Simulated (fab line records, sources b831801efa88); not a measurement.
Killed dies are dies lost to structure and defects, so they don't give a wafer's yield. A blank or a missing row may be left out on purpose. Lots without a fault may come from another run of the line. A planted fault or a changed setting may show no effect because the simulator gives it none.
fab line records | flow gf180mcu
record lots=5 wafers=15 last_day=33
route steps=602 shown M2@369 V2@382 M3@409
lots that met no fault: from a run of the same line without faults
start_h: hours from the record's first day to the start of the lot's first wafer shown | wait_h: hours since the lot's step before | " the same as in the row above | L1.1+2: a row that stands for several wafers | - no value, or no start given | * or withheld: withheld | < > ~ a bound
route shown NAME@n: a module of which the file shows steps, and the number in the route of the first | usual: mean/standard deviation of fault-free wafers | same: alike in all rows | chamber/n: place in a boat | sites: the reading at each site | _std_site: their standard deviation | _edge_site: outer sites' mean less inner sites' | radius_mm: how far each site lies from the wafer's centre | mask NAME#n: copy n | behind: the tool/chamber that last shaped the wafer | hold: why the lot was held/for how many hours/how that ended | device: the transistor (n, p or np) that didn't switch | end of line: the same wafers' tests at the end of the route | a step without rows: its recipe alone | killed: dies lost to structure and defects at the first sort, not the wafer's yield | map: a wafer's dies, x killed, . not, _ none there
set.NAME: the setting as run; set.NAME@STEP: as run at that earlier step | model.NAME: the simulator's own value behind a step, which no gauge read
lots at some steps of the route; a table a step, a row a wafer
services: from which hour (start_h, from the record's first day; less than 0 if before it) a tool's chamber was out of use, for how many hours, and why
## steps
# step GF_M2_DEHYDRATE_07
# recipe temp_c=200 time_s=60
# columns lot.wafer tool chamber start_h wait_h
L078.1+3+4 litho_track-02 0 453.90 11.9
L079.2+3+5 litho_track-04 0 459.99 11.6
L090.1+4+6 litho_track-04 0 560.71 9.7
L091.3+4+5 litho_track-04 0 569.11 10.3
L092.2+5+6 litho_track-02 0 580.12 9.5
# step GF_M2_HMDS_08
# recipe prime_time_s=60 prime_temp_c=120
# columns lot.wafer tool chamber start_h wait_h
L078.1+3+4 litho_track-02 0 454.05 0.1
L079.2+3+5 litho_track-04 0 460.14 0.1
L090.1+4+6 litho_track-04 0 560.86 0.1
L091.3+4+5 litho_track-04 0 569.26 0.1
L092.2+5+6 litho_track-02 0 580.27 0.1
# step GF_M2_COAT_09
# recipe resist=KrF spin_rpm=withheld resist_thk_nm=1000
# columns lot.wafer tool chamber start_h wait_h
L078.1+3+4 litho_track-02 0 454.20 0.1
L079.2+3+5 litho_track-04 0 460.29 0.1
L090.1+4+6 litho_track-04 0 561.01 0.1
L091.3+4+5 litho_track-04 0 569.41 0.1
L092.2+5+6 litho_track-02 0 580.42 0.1
# step GF_M2_SOFTBAKE_10
# recipe temp_c=130 time_s=60 resist=KrF
# columns lot.wafer tool chamber start_h wait_h
L078.1+3+4 litho_track-02 0 454.35 0.1
L079.2+3+5 litho_track-04 0 460.44 0.1
L090.1+4+6 litho_track-04 0 561.16 0.1
L091.3+4+5 litho_track-04 0 569.56 0.1
L092.2+5+6 litho_track-02 0 580.57 0.1
# step GF_M2_EXPOSE_11
# recipe mask_id=Metal2 target_cd_nm=280 na=0.68 source_shape=conventional sigma_outer=0.6 dose_mj=28
# usual reticle_temp_C=22.97/0.1
# columns lot.wafer tool chamber start_h wait_h mask reticle_temp_C
L078.1 krf_scanner-01 0 - - Metal2#0 23.09
L078.3 " 0 " " Metal2#0 22.98
L078.4 " 0 " " Metal2#0 23.05
L079.2 krf_scanner-01 0 - - Metal2#0 23.06
L079.3 " 0 " " Metal2#0 23.10
L079.5 " 0 " " Metal2#0 22.91
L090.1 krf_scanner-01 0 - - Metal2#0 22.91
L090.4 " 0 " " Metal2#0 22.88
L090.6 " 0 " " Metal2#0 22.96
L091.3 krf_scanner-01 0 - - Metal2#0 23.14
L091.4 " 0 " " Metal2#0 23.03
L091.5 " 0 " " Metal2#0 23.00
L092.2 krf_scanner-02 0 - - Metal2#0 22.84
L092.5 " 0 " " Metal2#0 22.83
L092.6 " 0 " " Metal2#0 23.07
# step GF_M2_PEB_12
# recipe peb_temp_c=135 peb_time_s=90 resist=KrF
# same peb_time_s=90
# columns lot.wafer tool chamber start_h wait_h
L078.1+3+4 litho_track-04 0 - -
L079.2+3+5 litho_track-02 0 - -
L090.1+4+6 litho_track-02 0 - -
L091.3+4+5 litho_track-04 0 - -
L092.2+5+6 litho_track-02 0 - -
# step GF_M2_DEVELOP_13
# recipe develop_time_s=60 dev_temp_c=21
# columns lot.wafer tool chamber start_h wait_h
L078.1+3+4 litho_track-04 0 466.51 0.2
L079.2+3+5 litho_track-02 0 473.03 0.2
L090.1+4+6 litho_track-02 0 571.80 0.2
L091.3+4+5 litho_track-04 0 579.16 0.1
L092.2+5+6 litho_track-02 0 591.67 0.2
# step GF_M2_CD_MEAS_14
# recipe target_cd_nm=280
# usual cd_nm=279.6/1.3
# columns lot.wafer tool chamber start_h wait_h cd_nm
L078.1 cd_sem-02 - 466.66 0.1 280.4
L078.3 " - " " 279.9
L078.4 " - " " 279.9
L079.2 cd_sem-01 - 473.71 0.7 279.0
L079.3 " - " " 278.3
L079.5 " - " " 279.2
L090.1 cd_sem-01 - 571.95 0.1 278.6
L090.4 " - " " 279.1
L090.6 " - " " 279.1
L091.3 cd_sem-02 - 579.30 0.1 280.8
L091.4 " - " " 281.0
L091.5 " - " " 280.8
L092.2 cd_sem-01 - 591.82 0.1 277.8
L092.5 " - " " 277.7
L092.6 " - " " 279.0
# step GF_M2_OVL_MEAS_15
# usual M2_OVL=-2/5.2
# columns lot.wafer tool chamber start_h wait_h M2_OVL[nm]
L078.1 overlay-01 - 466.78 0.1 -6
L078.3 " - " " -2
L078.4 " - " " 3
L079.2 overlay-02 - 473.81 0.1 -5
L079.3 " - " " -7
L079.5 " - " " -12
L090.1 overlay-01 - 572.07 0.1 4
L090.4 " - " " -3
L090.6 " - " " 1
L091.3 overlay-01 - 579.39 0.1 -6
L091.4 " - " " 1
L091.5 " - " " -10
L092.2 overlay-01 - 591.93 0.1 -7
L092.5 " - " " -12
L092.6 " - " " -9
# step GF_M2_METAL_ETCH_16
# recipe chemistry=Cl2/BCl3 mask_material=KrF target_depth_nm=627.5 stop_on=SiO2 pressure_mtorr=8 icp_w=800 bias_w=140 Cl2_flow_sccm=80 bcl3_flow_sccm=40 time_s=104.6
# usual bcl3_flow_sccm=40.02/0.13 drypump_motor_current_A=5.8/0.44 oes_product_au=0.975/0.0065 throttle_valve_pct=28.247/0.011
# columns lot.wafer tool chamber start_h wait_h bcl3_flow_sccm drypump_motor_current_A oes_product_au rf_hours_counter_h throttle_valve_pct
L078.1 rie_metal-04 0 466.82 0.0 39.77 5.9 0.970 2 28.255
L078.3 " 0 " " 39.86 5.9 0.978 - 28.250
L078.4 " 1 " " 40.07 5.1 0.963 - 28.244
L079.2 rie_metal-04 0 473.84 0.0 39.86 5.9 0.964 2 28.237
L079.3 " 1 " " 40.18 5.1 0.969 - 28.260
L079.5 " 0 " " 39.77 5.9 0.966 - 28.250
L090.1 rie_metal-04 0 572.11 0.0 39.90 5.9 0.963 5 28.252
L090.4 " 0 " " 40.11 5.9 0.969 - 28.252
L090.6 " 0 " " 40.13 5.9 0.972 - 28.245
L091.3 rie_metal-04 0 579.45 0.1 40.00 5.9 0.965 - 28.249
L091.4 " 1 " " 40.09 5.1 0.978 - 28.247
L091.5 " 0 " " 39.99 5.9 0.977 - 28.249
L092.2 rie_metal-02 1 591.99 0.1 40.11 6.3 0.977 - 28.250
L092.5 " 1 " " 40.04 6.3 0.972 - 28.255
L092.6 " 1 " " 40.11 6.3 0.982 - 28.241
# step GF_M2_STRIP_17
# recipe chemistry=O2/N2 power_w=1400 pressure_mtorr=1500 platen_temp_c=250 o2_flow_sccm=3000 n2_flow_sccm=300 overash_fraction=0.5
# usual drypump_motor_current_A=5.76/0.26 heater_power_w=336/29 oes_product_au=0.557/0.0048 strip_time_to_endpoint_s=7.85/0.042
# columns lot.wafer tool chamber start_h wait_h drypump_motor_current_A heater_power_w oes_product_au rf_hours_counter_h strip_time_to_endpoint_s
L078.1 plasma_asher-01 0 466.93 0.1 5.90 339 0.558 4 7.81
L078.3 " 1 " " 5.66 375 0.554 - 7.85
L078.4 " 0 " " 5.85 346 0.559 - 7.91
L079.2 plasma_asher-03 0 473.96 0.1 5.78 316 0.554 74 7.79
L079.3 " 1 " " 5.82 365 0.558 - 7.88
L079.5 " 1 " " 5.86 366 0.553 - 7.78
L090.1 plasma_asher-01 0 572.22 0.1 5.90 332 0.560 15 7.77
L090.4 " 0 " " 5.92 333 0.546 - 7.80
L090.6 " 0 " " 5.92 335 0.548 - 7.83
L091.3 plasma_asher-03 1 579.56 0.1 5.84 360 0.554 - 7.80
L091.4 " 0 " " 5.80 303 0.561 - 7.82
L091.5 " 1 " " 5.83 358 0.553 - 7.77
L092.2 plasma_asher-01 0 592.18 0.1 5.89 336 0.561 17 7.85
L092.5 " 0 " " 5.86 334 0.558 - 7.86
L092.6 " 1 " " 5.63 376 0.547 - 7.82
# step GF_M2_STRIP_18
# recipe chemistry=post_etch_residue_remover time_s=1200 temp_c=72.5
# columns lot.wafer tool chamber start_h wait_h
L078.1+3+4 wet_bench-04 2 467.03 0.1
L079.2+3+5 wet_bench-02 3 474.06 0.1
L090.1+4+6 wet_bench-02 1 572.32 0.1
L091.3+4+5 wet_bench-03 0 579.63 0.0
L092.2+5+6 wet_bench-03 0 592.28 0.1
# step GF_M2_CLEAN_19
# recipe chemistry=DIW dry=n2_spin
# columns lot.wafer tool chamber start_h wait_h
L078.1+3+4 wet_bench-02 1 467.37 0.0
L079.2+3+5 wet_bench-02 0 474.40 0.0
L090.1+4+6 wet_bench-03 1 572.66 0.0
L091.3+4+5 wet_bench-02 2 579.97 0.0
L092.2+5+6 wet_bench-02 1 592.62 0.0
# step GF_V2_CVD_00
# recipe material=SiO2 target_thk_nm=600 sigma_open_frac=0.3 temp_c=400 time_s=100 sih4_flow_sccm=60 pressure_mtorr=6
# columns lot.wafer tool chamber start_h wait_h
L078.1+3+4 hdpcvd-01 1,2,1 467.49 0.0
L079.2+3+5 hdpcvd-01 2,1,0 474.49 0.0
L090.1+4+6 hdpcvd-01 2,2,1 572.75 0.0
L091.3+4+5 hdpcvd-01 1,2,0 580.06 0.0
L092.2+5+6 hdpcvd-01 0,1,0 592.71 0.0
# step GF_V2_THK_MEAS_01
# recipe reads=SiO2_of_V2_CVD_00
# usual V2_CVD_00_THK=600/7.6
# columns lot.wafer tool chamber start_h wait_h V2_CVD_00_THK[nm]
L078.1 film_metro-04 - 467.56 0.0 592
L078.3 " - " " 597
L078.4 " - " " 593
L079.2 film_metro-02 - 474.57 0.0 590
L079.3 " - " " 587
L079.5 " - " " 601
L090.1 film_metro-02 - 572.82 0.0 602
L090.4 " - " " 603
L090.6 " - " " 598
L091.3 film_metro-02 - 580.15 0.1 587
L091.4 " - " " 601
L091.5 " - " " 596
L092.2 film_metro-02 - 592.80 0.0 592
L092.5 " - " " 584
L092.6 " - " " 592
# step GF_V2_CVD_02
# recipe material=SiO2 target_thk_nm=850 precursor=TEOS temp_c=400 time_s=94.851 rf_w=600
# usual heater_power_w=671/120
# columns lot.wafer tool chamber start_h wait_h heater_power_w
L078.1 pecvd-02 0 467.62 0.1 587
L078.3 " 1 " " 755
L078.4 " 0 " " 614
L079.2 pecvd-02 0 474.62 0.0 532
L079.3 " 2 " " 777
L079.5 " 0 " " 585
L090.1 pecvd-04 1 572.88 0.1 640
L090.4 " 2 " " 744
L090.6 " 0 " " 469
L091.3 pecvd-04 0 580.19 0.0 508
L091.4 " 0 " " 544
L091.5 " 2 " " 734
L092.2 pecvd-02 0 592.85 0.0 591
L092.5 " 0 " " 607
L092.6 " 2 " " 875
# step GF_V2_THK_MEAS_03
# recipe reads=SiO2_of_V2_CVD_02
# usual V2_CVD_02_THK=853/11
# columns lot.wafer tool chamber start_h wait_h V2_CVD_02_THK[nm]
L078.1 film_metro-02 - 467.69 0.0 834
L078.3 " - " " 830
L078.4 " - " " 843
L079.2 film_metro-04 - 474.70 0.0 830
L079.3 " - " " 844
L079.5 " - " " 849
L090.1 film_metro-01 - 572.95 0.0 868
L090.4 " - " " 868
L090.6 " - " " 864
L091.3 film_metro-01 - 580.28 0.1 840
L091.4 " - " " 848
L091.5 " - " " 855
L092.2 film_metro-01 - 592.92 0.0 850
L092.5 " - " " 854
L092.6 " - " " 870
# step GF_V2_CMP_04
# recipe material=SiO2 down_force_psi=4 platen_rpm=60 pad_velocity_m_s=0.94248
# usual motor_current_A=12.3/1.4 slurry_filter_dp_kPa=13.50/0.13 time_to_endpoint_s=82/6.8
# columns lot.wafer tool chamber start_h wait_h motor_current_A slurry_filter_dp_kPa time_to_endpoint_s
L078.1 cmp-01 0 467.81 0.1 12.0 13.50 72
L078.3 " 1 " " 9.8 13.43 77
L078.4 " 2 " " 11.4 13.45 71
L079.3 cmp-02 1 474.75 0.0 11.8 13.54 90
L079.2 " 3 " " 13.3 13.56 81
L079.5 " 2 " " 13.3 13.48 84
L090.1 cmp-01 2 573.06 0.1 11.5 13.39 79
L090.4 " 0 " " 12.2 13.58 84
L090.6 " 1 " " 9.2 13.45 90
L091.3 cmp-02 2 580.37 0.1 13.9 13.56 74
L091.4 " 3 " " 13.7 13.56 80
L091.5 " 1 " " 12.3 13.64 84
L092.2 cmp-01 1 592.97 0.0 10.1 13.56 82
L092.6 " 1 " " 9.6 13.64 88
L092.5 " 2 " " 11.6 13.30 75
# step GF_V2_BOW_MEAS_05
# recipe mode=bow
# usual V2_BOW=99/8.1
# columns lot.wafer tool chamber start_h wait_h V2_BOW[um]
L078.1 film_metro-04 - 468.07 0.2 111
L078.3 " - " " 102
L078.4 " - " " 105
L079.2 film_metro-01 - 475.07 0.2 96
L079.3 " - " " 90
L079.5 " - " " 110
L090.1 film_metro-02 - 573.31 0.2 105
L090.4 " - " " 95
L090.6 " - " " 103
L091.3 film_metro-04 - 580.66 0.2 93
L091.4 " - " " 99
L091.5 " - " " 103
L092.2 film_metro-04 - 593.32 0.3 80
L092.5 " - " " 95
L092.6 " - " " 100
# step GF_V2_DEHYDRATE_06
# recipe temp_c=200 time_s=60
# columns lot.wafer tool chamber start_h wait_h
L078.1+3+4 litho_track-03 0 479.97 11.9
L079.2+3+5 litho_track-02 0 486.08 11.0
L090.1+4+6 litho_track-02 0 583.15 9.8
L091.3+4+5 litho_track-01 0 591.28 10.6
L092.2+5+6 litho_track-03 0 602.19 8.9
# step GF_V2_HMDS_07
# recipe prime_time_s=60 prime_temp_c=120
# columns lot.wafer tool chamber start_h wait_h
L078.1+3+4 litho_track-03 0 480.12 0.1
L079.2+3+5 litho_track-02 0 486.23 0.1
L090.1+4+6 litho_track-02 0 583.30 0.1
L091.3+4+5 litho_track-01 0 591.43 0.1
L092.2+5+6 litho_track-03 0 602.34 0.1
# step GF_V2_COAT_08
# recipe resist=BARC temp_c=withheld time_s=withheld spin_rpm=withheld resist_thk_nm=withheld
# columns lot.wafer tool chamber start_h wait_h
L078.1+3+4 litho_track-03 0 480.27 0.1
L079.2+3+5 litho_track-02 0 486.38 0.1
L090.1+4+6 litho_track-02 0 583.45 0.1
L091.3+4+5 litho_track-01 0 591.58 0.1
L092.2+5+6 litho_track-03 0 602.49 0.1
# step GF_V2_COAT_09
# recipe resist=KrF spin_rpm=withheld resist_thk_nm=1000
# columns lot.wafer tool chamber start_h wait_h
L078.1+3+4 litho_track-03 0 - -
L079.2+3+5 litho_track-02 0 - -
L090.1+4+6 litho_track-02 0 - -
L091.3+4+5 litho_track-01 0 - -
L092.2+5+6 litho_track-03 0 - -
# step GF_V2_SOFTBAKE_10
# recipe temp_c=130 time_s=60 resist=KrF
# columns lot.wafer tool chamber start_h wait_h
L078.1+3+4 litho_track-03 0 - -
L079.2+3+5 litho_track-02 0 - -
L090.1+4+6 litho_track-02 0 - -
L091.3+4+5 litho_track-01 0 - -
L092.2+5+6 litho_track-03 0 - -
# step GF_V2_EXPOSE_11
# recipe mask_id=Via2 target_cd_nm=260 na=0.68 source_shape=conventional sigma_outer=0.6 dose_mj=38
# usual reticle_temp_C=23.01/0.099
# columns lot.wafer tool chamber start_h wait_h mask reticle_temp_C
L078.1 krf_scanner-01 0 - - Via2#0 23.01
L078.3 " 0 " " Via2#0 22.91
L078.4 " 0 " " Via2#0 22.86
L079.2 krf_scanner-01 0 - - Via2#0 22.97
L079.3 " 0 " " Via2#0 22.98
L079.5 " 0 " " Via2#0 23.09
L090.1 krf_scanner-01 0 - - Via2#0 23.06
L090.4 " 0 " " Via2#0 23.11
L090.6 " 0 " " Via2#0 23.09
L091.3 krf_scanner-01 0 - - Via2#0 23.02
L091.4 " 0 " " Via2#0 22.98
L091.5 " 0 " " Via2#0 22.94
L092.2 krf_scanner-01 0 - - Via2#0 22.84
L092.5 " 0 " " Via2#0 22.88
L092.6 " 0 " " Via2#0 22.87
# step GF_V2_PEB_12
# recipe peb_temp_c=135 peb_time_s=90 resist=KrF
# same peb_time_s=90
# columns lot.wafer tool chamber start_h wait_h
L078.1+3+4 litho_track-03 0 - -
L079.2+3+5 litho_track-01 0 - -
L090.1+4+6 litho_track-02 0 - -
L091.3+4+5 litho_track-01 0 - -
L092.2+5+6 litho_track-03 0 - -
# step GF_V2_DEVELOP_13
# recipe develop_time_s=60 resist=KrF dev_temp_c=21
# columns lot.wafer tool chamber start_h wait_h
L078.1+3+4 litho_track-03 0 492.67 0.2
L079.2+3+5 litho_track-01 0 498.80 0.2
L090.1+4+6 litho_track-02 0 594.60 0.2
L091.3+4+5 litho_track-01 0 601.83 0.1
L092.2+5+6 litho_track-03 0 613.39 0.2
# step GF_V2_CD_MEAS_14
# recipe target_cd_nm=260
# usual cd_nm=260.1/1.2
# columns lot.wafer tool chamber start_h wait_h cd_nm
L078.1 cd_sem-01 - 492.82 0.1 259.6
L078.3 " - " " 259.9
L078.4 " - " " 259.3
L079.2 cd_sem-01 - 498.95 0.1 258.7
L079.3 " - " " 258.4
L079.5 " - " " 259.7
L090.1 cd_sem-01 - 594.78 0.2 260.9
L090.4 " - " " 261.2
L090.6 " - " " 261.3
L091.3 cd_sem-02 - 601.97 0.1 260.2
L091.4 " - " " 260.1
L091.5 " - " " 260.7
L092.2 cd_sem-02 - 613.54 0.1 260.9
L092.5 " - " " 260.7
L092.6 " - " " 261.2
# step GF_V2_OVL_MEAS_15
# usual V2_OVL=-3/4.5
# columns lot.wafer tool chamber start_h wait_h V2_OVL[nm]
L078.1 overlay-01 - 492.94 0.1 1
L078.3 " - " " -1
L078.4 " - " " -10
L079.2 overlay-02 - 499.05 0.1 -10
L079.3 " - " " -2
L079.5 " - " " -3
L090.1 overlay-01 - 594.90 0.1 -2
L090.4 " - " " -6
L090.6 " - " " 1
L091.3 overlay-01 - 602.06 0.1 3
L091.4 " - " " -5
L091.5 " - " " 0
L092.2 overlay-02 - 613.64 0.1 -8
L092.5 " - " " 2
L092.6 " - " " -10
# step GF_V2_ETCH_16
# recipe chemistry=N2/H2 target_depth_a=withheld overetch_a=withheld time_s=withheld target=BARC ion_energy_ev=200 source_w=500 bias_w=100 pressure_mtorr=30 n2_flow_sccm=100 h2_flow_sccm=200
# usual drypump_motor_current_A=5.6/0.37 oes_product_au=0.854/0.0048 throttle_valve_pct=13.224/0.0094
# columns lot.wafer tool chamber start_h wait_h drypump_motor_current_A oes_product_au throttle_valve_pct
L078.1 rie_diel-02 3 492.97 0.0 6.0 0.846 13.212
L078.3 " 0 " " 5.4 0.863 13.218
L078.4 " 1 " " 5.3 0.848 13.217
L079.2 rie_diel-01 0 499.08 0.0 5.6 0.856 13.210
L079.3 " 1 " " 5.7 0.850 13.221
L079.5 " 3 " " 5.5 0.854 13.228
L090.1 rie_diel-04 1 594.94 0.0 5.0 0.855 13.206
L090.4 " 3 " " 6.3 0.859 13.228
L090.6 " 2 " " 5.8 0.859 13.223
L091.3 rie_diel-01 2 602.08 0.0 5.9 0.856 13.236
L091.4 " 0 " " 5.6 0.854 13.223
L091.5 " 0 " " 5.6 0.854 13.228
L092.2 rie_diel-01 3 613.67 0.0 5.5 0.857 13.225
L092.5 " 0 " " 5.6 0.854 13.235
L092.6 " 3 " " 5.5 0.848 13.212
# step GF_V2_ETCH_17
# recipe chemistry=C4F8/O2/Ar mask_material=KrF target=SiO2 stop_on=TiN source_w=1500 bias_w=1200 pressure_mtorr=40 c4f8_flow_sccm=withheld O2_flow_sccm=6 Ar_flow_sccm=300 time_s=withheld target_depth_a=6300
# usual oes_product_au=0.856/0.0044
# columns lot.wafer tool chamber start_h wait_h oes_product_au
L078.1 rie_diel-02 3 - - 0.857
L078.3 " 0 " " 0.859
L078.4 " 1 " " 0.854
L079.2 rie_diel-01 0 - - 0.857
L079.3 " 1 " " 0.850
L079.5 " 3 " " 0.854
L090.1 rie_diel-04 1 - - 0.853
L090.4 " 3 " " 0.851
L090.6 " 2 " " 0.856
L091.3 rie_diel-01 2 - - 0.860
L091.4 " 0 " " 0.850
L091.5 " 0 " " 0.857
L092.2 rie_diel-01 3 - - 0.857
L092.5 " 0 " " 0.853
L092.6 " 3 " " 0.859
# step GF_V2_STRIP_18
# recipe chemistry=O2/N2 power_w=1400 pressure_mtorr=1500 platen_temp_c=250 o2_flow_sccm=3000 n2_flow_sccm=300 overash_fraction=0.5
# usual drypump_motor_current_A=5.74/0.26 heater_power_w=333/27 oes_product_au=0.593/0.0051
# columns lot.wafer tool chamber start_h wait_h drypump_motor_current_A heater_power_w oes_product_au rf_hours_counter_h
L078.1 plasma_asher-01 1 493.10 - 5.65 368 0.595 7
L078.3 " 1 " " 5.62 379 0.599 -
L078.4 " 0 " " 5.87 332 0.586 -
L079.2 plasma_asher-01 0 499.21 - 5.91 323 0.592 7
L079.3 " 1 " " 5.64 378 0.604 -
L079.5 " 0 " " 5.88 331 0.591 -
L090.1 plasma_asher-04 0 595.06 - 5.79 314 0.589 87
L090.4 " 0 " " 5.81 305 0.589 -
L090.6 " 0 " " 5.81 300 0.587 -
L091.3 plasma_asher-01 1 602.25 - 5.60 366 0.589 -
L091.4 " 0 " " 5.88 338 0.598 -
L091.5 " 1 " " 5.62 372 0.590 -
L092.2 plasma_asher-01 0 613.80 - 5.91 343 0.589 19
L092.5 " 0 " " 5.88 336 0.586 -
L092.6 " 1 " " 5.62 367 0.587 -
# step GF_V2_STRIP_19
# recipe chemistry=post_etch_residue_remover time_s=1200 temp_c=72.5
# columns lot.wafer tool chamber start_h wait_h
L078.1+3+4 wet_bench-04 3 493.20 0.1
L079.2+3+5 wet_bench-01 2 499.31 0.1
L090.1+4+6 wet_bench-04 1 595.16 0.1
L091.3+4+5 wet_bench-01 0 602.31 0.0
L092.2+5+6 wet_bench-01 0 613.90 0.1
# step GF_V2_CLEAN_20
# recipe chemistry=DIW dry=n2_spin
# columns lot.wafer tool chamber start_h wait_h
L078.1+3+4 wet_bench-02 3 493.55 0.0
L079.2+3+5 wet_bench-02 3 499.65 0.0
L090.1+4+6 wet_bench-04 3 595.51 0.0
L091.3+4+5 wet_bench-02 1 602.65 0.0
L092.2+5+6 wet_bench-02 1 614.24 0.0
# step GF_V2_SPUTTER_21
# recipe material=Ti target_thk_nm=15 chamber_pressure_pa=5 power_w=2500 substrate_temp_c=200 time_s=80.02
# usual throttle_valve_pct=30.3/0.85
# columns lot.wafer tool chamber start_h wait_h throttle_valve_pct
L078.1 pvd_sputter-03 - 493.64 0.0 29.6
L078.3 " - " " 30.6
L078.4 " - " " 31.4
L079.2 pvd_sputter-01 - 499.75 0.0 29.7
L079.3 " - " " 30.9
L079.5 " - " " 29.5
L090.1 pvd_sputter-03 - 595.60 0.0 29.6
L090.4 " - " " 31.6
L090.6 " - " " 30.3
L091.3 pvd_sputter-04 - 602.75 0.0 30.8
L091.4 " - " " 29.7
L091.5 " - " " 31.3
L092.2 pvd_sputter-01 - 614.34 0.0 30.5
L092.5 " - " " 30.4
L092.6 " - " " 29.5
# step GF_V2_SPUTTER_22
# recipe material=TiN target_thk_nm=10 chamber_pressure_pa=5 power_w=4000 time_s=40
# usual throttle_valve_pct=30.3/0.85
# columns lot.wafer tool chamber start_h wait_h throttle_valve_pct
L078.1 pvd_sputter-03 - 493.70 0.0 29.4
L078.3 " - " " 30.4
L078.4 " - " " 31.5
L079.2 pvd_sputter-01 - 499.81 0.0 29.7
L079.3 " - " " 31.0
L079.5 " - " " 29.9
L090.1 pvd_sputter-03 - 595.66 0.0 29.3
L090.4 " - " " 31.4
L090.6 " - " " 30.5
L091.3 pvd_sputter-04 - 602.81 0.0 30.2
L091.4 " - " " 29.7
L091.5 " - " " 31.4
L092.2 pvd_sputter-01 - 614.40 0.0 30.6
L092.5 " - " " 30.2
L092.6 " - " " 29.5
# step GF_V2_CVD_23
# recipe material=W target_thk_nm=350 time_s=104.94 temp_c=400 pressure_torr=40
# usual heater_power_w=918/69
# columns lot.wafer tool chamber start_h wait_h heater_power_w
L078.1 cvd_w-02 1 493.74 0.0 984
L078.3 " 1 " " 972
L078.4 " 0 " " 849
L079.2 cvd_w-01 1 499.85 0.0 999
L079.3 " 1 " " 964
L079.5 " 1 " " 955
L090.1 cvd_w-01 0 595.70 0.0 877
L090.4 " 1 " " 989
L090.6 " 0 " " 882
L091.3 cvd_w-02 0 602.88 0.1 812
L091.4 " 1 " " 1018
L091.5 " 1 " " 1000
L092.2 cvd_w-01 1 614.44 0.0 965
L092.5 " 0 " " 854
L092.6 " 1 " " 989
# step GF_V2_RS_MEAS_24
# recipe thk_meas_gauge=four-point-probe reads=W_of_V2_CVD_23+TiN_of_V2_SPUTTER_22+Ti_of_V2_SPUTTER_21
# usual V2_W_RS=0.325/0.005
# columns lot.wafer tool chamber start_h wait_h V2_W_RS[ohm/sq]
L078.1 film_metro-01 - 493.85 0.1 0.328
L078.3 " - " " 0.333
L078.4 " - " " 0.330
L079.2 film_metro-01 - 499.98 0.1 0.322
L079.3 " - " " 0.324
L079.5 " - " " 0.319
L090.1 film_metro-01 - 595.81 0.1 0.326
L090.4 " - " " 0.316
L090.6 " - " " 0.327
L091.3 film_metro-01 - 603.00 0.1 0.329
L091.4 " - " " 0.327
L091.5 " - " " 0.327
L092.2 film_metro-04 - 614.57 0.1 0.318
L092.5 " - " " 0.322
L092.6 " - " " 0.316
# step GF_V2_THK_MEAS_25
# recipe thk_meas_gauge=xrf reads=W_of_V2_CVD_23
# usual V2_W_THK=346/6
# columns lot.wafer tool chamber start_h wait_h V2_W_THK[nm]
L078.1 film_metro-01 - 493.97 0.1 343
L078.3 " - " " 339
L078.4 " - " " 341
L079.2 film_metro-01 - 500.09 0.1 351
L079.3 " - " " 351
L079.5 " - " " 355
L090.1 film_metro-01 - 595.93 0.1 350
L090.4 " - " " 359
L090.6 " - " " 347
L091.3 film_metro-01 - 603.10 0.1 345
L091.4 " - " " 349
L091.5 " - " " 349
L092.2 film_metro-04 - 614.68 0.1 354
L092.5 " - " " 347
L092.6 " - " " 353
# step GF_V2_CMP_26
# recipe stop_on=SiO2 down_force_psi=3.5 platen_rpm=60 t_overpolish_s=15 target_thk_nm=0 pad_velocity_m_s=0.94248
# usual motor_current_A=11.1/1.2 overpolish_run_s=14.999/0.0081 slurry_filter_dp_kPa=13.48/0.13 time_to_endpoint_s=84/3.7
# columns lot.wafer tool chamber start_h wait_h motor_current_A overpolish_run_s slurry_filter_dp_kPa time_to_endpoint_s
L078.3 cmp-02 2 494.08 0.1 11.9 15.006 13.38 81
L078.1 " 3 " " 11.4 14.985 13.50 82
L078.4 " 0 " " 11.5 15.007 13.62 80
L079.2 cmp-02 0 500.14 0.0 11.1 15.006 13.58 79
L079.3 " 2 " " 11.9 14.999 13.75 83
L079.5 " 0 " " 11.2 14.995 13.37 82
L090.1 cmp-02 1 595.99 0.1 10.4 15.006 13.53 86
L090.4 " 0 " " 11.5 14.981 13.49 84
L090.6 " 2 " " 12.7 14.998 13.61 86
L091.4 cmp-01 0 603.14 0.0 10.7 14.996 13.42 81
L091.3 " 1 " " 9.4 15.002 13.57 86
L091.5 " 0 " " 11.7 15.001 13.41 81
L092.2 cmp-01 3 614.84 0.1 13.2 15.005 13.52 85
L092.6 " 1 " " 9.0 14.992 13.37 91
L092.5 " 2 " " 10.3 14.994 13.45 77
# step GF_M3_SPUTTER_00
# recipe material=Ti target_thk_nm=37.5 arriving_ion_energy_ev=80 substrate_temp_c=200 chamber_pressure_pa=2 power_w=4000 time_s=150
# usual throttle_valve_pct=30.4/0.86
# columns lot.wafer tool chamber start_h wait_h throttle_valve_pct
L078.1 pvd_sputter-03 - 494.33 0.1 31.6
L078.3 " - " " 29.7
L078.4 " - " " 28.4
L079.2 pvd_sputter-02 - 500.44 0.2 30.5
L079.3 " - " " 31.5
L079.5 " - " " 30.0
L090.1 pvd_sputter-04 - 596.29 0.2 30.3
L090.4 " - " " 29.8
L090.6 " - " " 31.1
L091.3 pvd_sputter-03 - 603.46 0.2 31.2
L091.4 " - " " 29.7
L091.5 " - " " 30.7
L092.2 pvd_sputter-02 - 615.05 0.2 31.4
L092.5 " - " " 29.1
L092.6 " - " " 29.7
## services
# columns tool chamber start_h hours kind
rie_diel-01 0 431.56 12.3 repair
rie_diel-01 - 432.03 2.8 pm
cmp-02 - 445.28 6.0 repair
rie_diel-01 3 446.63 5.2 repair
krf_scanner-01 - 449.32 1.3 pm
rie_diel-01 - 450.68 14.6 pm
pvd_sputter-04 - 453.67 3.3 repair
wet_bench-04 - 459.28 0.6 repair
pvd_sputter-04 - 466.23 4.7 repair
krf_scanner-01 - 469.28 1.0 pm
cmp-01 - 476.46 0.6 repair
pvd_sputter-04 - 477.25 3.8 repair
krf_scanner-01 - 483.47 0.8 pm
rie_diel-01 1 493.76 2.5 repair
cmp-01 - 499.92 4.3 repair
plasma_asher-01 - 500.46 1.3 repair
pecvd-02 - 514.39 3.2 repair
wet_bench-03 - 537.04 2.1 repair
hdpcvd-01 - 539.25 15.0 pm
plasma_asher-01 - 543.80 6.1 repair
cmp-01 - 546.27 3.5 pm
cmp-02 - 572.96 4.0 pm
cmp-01 - 581.20 9.3 pm
cmp-02 - 606.46 4.9 pm
## key
fault none
